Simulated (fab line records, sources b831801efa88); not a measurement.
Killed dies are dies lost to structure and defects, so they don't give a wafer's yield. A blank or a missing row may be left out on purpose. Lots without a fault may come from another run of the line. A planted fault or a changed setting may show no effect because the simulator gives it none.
Split-lot experiment | flow sfq_line | 5 lots, 23 wafers read, on a route of 325 steps

THE SPLIT
At SFQ_TRILAYER_M6_LITHO_EXPOSE_160 (exposes mask M6, target cd 500 nm), the setting dose_mj was moved away from the recipe's 14.4 on 9 of the 23 wafers read, by -6.8% to -2.3%. The other wafers ran this setting at the recipe's value.

FROM THE SPLIT TO THE READING: what the file shows between them, 2 steps
- SFQ_TRILAYER_M6_LITHO_PEB_162: peb time 60 s
- SFQ_TRILAYER_M6_LITHO_DEVELOP_161: time 60 s

THE READING
M6.cd_nm (the simulator's own value, which no gauge read), in nm, at SFQ_TRILAYER_M6_BARC_OPEN_METAL_ETCH_206 (etches BARC in O2, target depth 125 nm, time 41.7 s). The file gives no usual value for it. The 14 wafers here that ran the recipe average 500.1 nm, standard deviation 1.2 nm.

wafer  | tool, chamber at the split | dose_mj as run | against the recipe | M6.cd_nm, nm | against lot-mates on the recipe
L078.1 | krf_scanner-02, 0          | 14.4           | recipe             | 498.5        | -
L078.2 | krf_scanner-02, 0          | 14.4           | recipe             | 498.4        | -
L078.3 | krf_scanner-02, 0          | 14.4           | recipe             | 499.3        | -
L078.4 | krf_scanner-02, 0          | 14.4           | recipe             | 499.5        | -
L078.5 | krf_scanner-02, 0          | 14.4           | recipe             | 499.5        | -
L080.1 | krf_scanner-02, 0          | 14.07          | -2.3%              | 503          | +3.4
L080.2 | krf_scanner-02, 0          | 14.4           | recipe             | 499          | -
L080.3 | krf_scanner-02, 0          | 14.07          | -2.3%              | 502.6        | +3.0
L080.5 | krf_scanner-02, 0          | 14.4           | recipe             | 500.2        | -
L080.6 | krf_scanner-02, 0          | 14.07          | -2.3%              | 504.7        | +5.1
L079.1 | krf_scanner-02, 0          | 14.4           | recipe             | 498.9        | -
L079.4 | krf_scanner-02, 0          | 14.4           | recipe             | 501.8        | -
L079.5 | krf_scanner-02, 0          | 14.4           | recipe             | 501.9        | -
L084.1 | krf_scanner-02, 0          | 13.42          | -6.8%              | 511.9        | +11.8
L084.2 | krf_scanner-02, 0          | 13.42          | -6.8%              | 510.2        | +10.1
L084.3 | krf_scanner-02, 0          | 14.4           | recipe             | 500.3        | -
L084.4 | krf_scanner-02, 0          | 13.42          | -6.8%              | 512.6        | +12.5
L084.5 | krf_scanner-02, 0          | 14.4           | recipe             | 499.9        | -
L085.1 | krf_scanner-02, 0          | 13.51          | -6.2%              | 513          | +11.2
L085.2 | krf_scanner-02, 0          | 13.51          | -6.2%              | 511.5        | +9.8
L085.3 | krf_scanner-02, 0          | 14.4           | recipe             | 501.8        | -
L085.4 | krf_scanner-02, 0          | 14.4           | recipe             | 501.7        | -
L085.5 | krf_scanner-02, 0          | 13.51          | -6.2%              | 511.2        | +9.4

THE FIT
A straight line over all 23 wafers: M6.cd_nm changes by -1.79 nm for each +1% of dose_mj; r = -0.97; the points scatter about the line by 1.3 nm.
The same after taking each lot's own level away (the mean of its wafers on the recipe; 23 wafers): -1.67 nm for each +1%; r = -0.98; scatter 0.85 nm.
On that fit, the largest move of dose_mj shifts the reading by 11 nm.
The lots' own levels span 499.04 to 501.75 nm, that is 2.2 times the standard deviation above.
So the lot-to-lot level changes the slope little: the two slopes agree.
Check: with one of the wafers moved furthest among these (-6.8%) left out of the fit, the line predicts +11.2 nm for it against its lot-mates. It came out at +11.8 nm against them.

OTHER SPLITS ON THESE WAFERS
These wafers also went through other splits before the reading. Each is held against what the fit with the lots' levels taken away leaves over:
other split on the same wafers           | wafers away from the commonest value | r with M6.cd_nm (lot level and that fit taken away)
SFQ_TRILAYER_C5_LITHO_PEB_154 peb_time_s | 9                                    | +0.06

THE FILE'S OWN FIT
M6.cd_nm changes by -1.67 nm for each +1% of dose_mj, r = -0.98.
